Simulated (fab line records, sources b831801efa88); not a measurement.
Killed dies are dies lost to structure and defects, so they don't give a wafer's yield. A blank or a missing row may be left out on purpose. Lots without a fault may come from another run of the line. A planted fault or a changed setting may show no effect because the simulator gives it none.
Which tool did it? | flow sky130 | 11 lots, 33 wafers sampled, at 4 steps of a route of 708

WHAT THE GAUGES READ, wafer by wafer
SKY_CAPM_RS_MEAS_03: measures by four-point-probe. Usual: CAPM_TIN_RS 6.89 ohm/sq, standard deviation 0.072.
lot  | measured     | on            | CAPM_TIN_RS (ohm/sq) | flag
L811 | day 36 04:53 | film_metro-03 | 6.94 6.99 6.97       |
L812 | day 36 18:04 | film_metro-03 | 6.83 6.82 6.86       |
L813 | day 37 05:28 | film_metro-02 | 6.85 6.90 6.87       |
L815 | day 37 17:48 | film_metro-02 | 6.97 7.02 6.94       |
L816 | day 37 18:43 | film_metro-04 | 6.83 6.79 6.87       |
L818 | day 38 11:15 | film_metro-03 | 6.94 6.84 6.87       |
L819 | day 39 00:03 | film_metro-02 | 6.94 6.94 6.84       |
L820 | day 39 01:37 | film_metro-03 | 6.96 6.99 7.03       |
L821 | day 39 20:39 | film_metro-03 | 6.85 6.85 6.78       |
L824 | day 40 11:56 | film_metro-04 | 6.84 6.85 6.82       |
L834 | day 42 21:04 | film_metro-02 | 6.94 6.91 6.94       |

WHICH TOOL RAN EACH LOT (tool, then ch and the chambers of the sampled wafers, then the start)
lot  | SKY_METAL1_ETCH_18                | SKY_METAL1_METAL_ETCH_19          | SKY_METAL3_SPUTTER_02
L811 | rie_metal-03 ch 0,1, day 32 16:43 | rie_metal-03 ch 0,1, day 32 16:47 | pvd_sputter-01, day 36 04:32
L812 | rie_metal-03 ch 0,1, day 33 06:25 | rie_metal-03 ch 0,1, day 33 06:29 | pvd_sputter-03, day 36 17:45
L813 | rie_metal-03 ch 0, day 33 18:01   | rie_metal-03 ch 0, day 33 18:09   | pvd_sputter-01, day 37 05:08
L815 | rie_metal-03 ch 0,1, day 34 05:10 | rie_metal-03 ch 0,1, day 34 05:13 | pvd_sputter-03, day 37 17:29
L816 | rie_metal-04 ch 0,1, day 34 08:22 | rie_metal-04 ch 0,1, day 34 08:26 | pvd_sputter-01, day 37 18:22
L818 | rie_metal-01 ch 0, day 34 22:48   | rie_metal-01 ch 0, day 34 22:55   | pvd_sputter-01, day 38 10:58
L819 | rie_metal-04 ch 0,1, day 35 13:52 | rie_metal-04 ch 0,1, day 35 13:56 | pvd_sputter-01, day 38 23:44
L820 | rie_metal-03 ch 0,1, day 35 14:35 | rie_metal-03 ch 0,1, day 35 14:40 | pvd_sputter-01, day 39 01:17
L821 | rie_metal-01 ch 0,1, day 36 10:02 | rie_metal-01 ch 0,1, day 36 10:06 | pvd_sputter-01, day 39 20:19
L824 | rie_metal-03 ch 0,1, day 37 02:25 | rie_metal-03 ch 0,1, day 37 02:28 | pvd_sputter-04, day 40 11:35
L834 | rie_metal-01 ch 0,1, day 39 13:27 | rie_metal-01 ch 0,1, day 39 13:31 | pvd_sputter-03, day 42 20:46
- SKY_METAL1_ETCH_18: etches BARC in N2/H2, stops on SiO2, time 45.9 s, target depth 60 nm.
- SKY_METAL1_METAL_ETCH_19: etches the open film in Cl2/BCl3, stops on SiO2, target depth 360 nm, time 78 s.
- SKY_METAL3_SPUTTER_02: material AlCu, target thk 735 nm, time 39.1 s.

WHAT THE TOOLS THEMSELVES READ (means of the sampled wafers that have a number; where no wafer has one, the mark that the record gives instead)
SKY_METAL1_ETCH_18. Usual: drypump_motor_current_A 5.8 A, standard deviation 0.47; oes_product_au 0.855 a.u., standard deviation 0.0049; throttle_valve_pct 13.225 %, standard deviation 0.0092.
lot  | tool         | drypump_motor_current_A (A) | oes_product_au (a.u.) | throttle_valve_pct (%) | flag
L811 | rie_metal-03 | 6.3                         | 0.854                 | 13.231                 |
L812 | rie_metal-03 | 6.2                         | 0.860                 | 13.222                 |
L813 | rie_metal-03 | 6.4                         | 0.855                 | 13.229                 |
L815 | rie_metal-03 | 6.1                         | 0.850                 | 13.219                 |
L816 | rie_metal-04 | 5.5                         | 0.855                 | 13.217                 |
L818 | rie_metal-01 | 5.6                         | 0.853                 | 13.215                 |
L819 | rie_metal-04 | 5.5                         | 0.855                 | 13.219                 |
L820 | rie_metal-03 | 6.3                         | 0.851                 | 13.224                 |
L821 | rie_metal-01 | 5.6                         | 0.854                 | 13.220                 |
L824 | rie_metal-03 | 6.2                         | 0.853                 | 13.222                 |
L834 | rie_metal-01 | 5.6                         | 0.849                 | 13.237                 |

SKY_METAL1_METAL_ETCH_19. Usual: drypump_motor_current_A 5.8 A, standard deviation 0.47; oes_product_au 0.854 a.u., standard deviation 0.0052; throttle_valve_pct 22.265 %, standard deviation 0.0099.
lot  | tool         | drypump_motor_current_A (A) | oes_product_au (a.u.) | throttle_valve_pct (%) | flag
L811 | rie_metal-03 | 6.3                         | 0.848                 | 22.259                 |
L812 | rie_metal-03 | 6.2                         | 0.856                 | 22.270                 |
L813 | rie_metal-03 | 6.4                         | 0.854                 | 22.269                 |
L815 | rie_metal-03 | 6.2                         | 0.851                 | 22.276                 |
L816 | rie_metal-04 | 5.5                         | 0.853                 | 22.269                 |
L818 | rie_metal-01 | 5.6                         | 0.850                 | 22.272                 |
L819 | rie_metal-04 | 5.4                         | 0.858                 | 22.267                 |
L820 | rie_metal-03 | 6.3                         | 0.860                 | 22.261                 |
L821 | rie_metal-01 | 5.6                         | 0.849                 | 22.262                 |
L824 | rie_metal-03 | 6.2                         | 0.851                 | 22.259                 |
L834 | rie_metal-01 | 5.6                         | 0.856                 | 22.268                 |

SKY_METAL3_SPUTTER_02. Usual: throttle_valve_pct 30.2 %, standard deviation 1.
lot  | tool           | throttle_valve_pct (%) | flag
L811 | pvd_sputter-01 | 29.9                   |
L812 | pvd_sputter-03 | 30.2                   |
L813 | pvd_sputter-01 | 30.5                   |
L815 | pvd_sputter-03 | 30.9                   |
L816 | pvd_sputter-01 | 30.0                   |
L818 | pvd_sputter-01 | 29.7                   |
L819 | pvd_sputter-01 | 29.9                   |
L820 | pvd_sputter-01 | 30.6                   |
L821 | pvd_sputter-01 | 29.9                   |
L824 | pvd_sputter-04 | 30.7                   |
L834 | pvd_sputter-03 | 30.6                   |

THE ANSWER, worked out from the rows above alone
Rule: a lot is off if the mean of its wafers that have a number lies more than 3 standard deviations from the usual mean. A lot without any number at a reading at which 4 lots or more have one is off too. The other lots that the step has rows for count as sound. The gauges are gone through in route order, then the tools' own readings, and for those a lot's mean is taken as printed above. The first step at which some lot is off is used, and at that step the reading that is off furthest; a lot without a number counts as furthest.
No lot is off at any reading shown: from this, nothing can be told.

WHAT THE SIMULATOR HAD PUT IN
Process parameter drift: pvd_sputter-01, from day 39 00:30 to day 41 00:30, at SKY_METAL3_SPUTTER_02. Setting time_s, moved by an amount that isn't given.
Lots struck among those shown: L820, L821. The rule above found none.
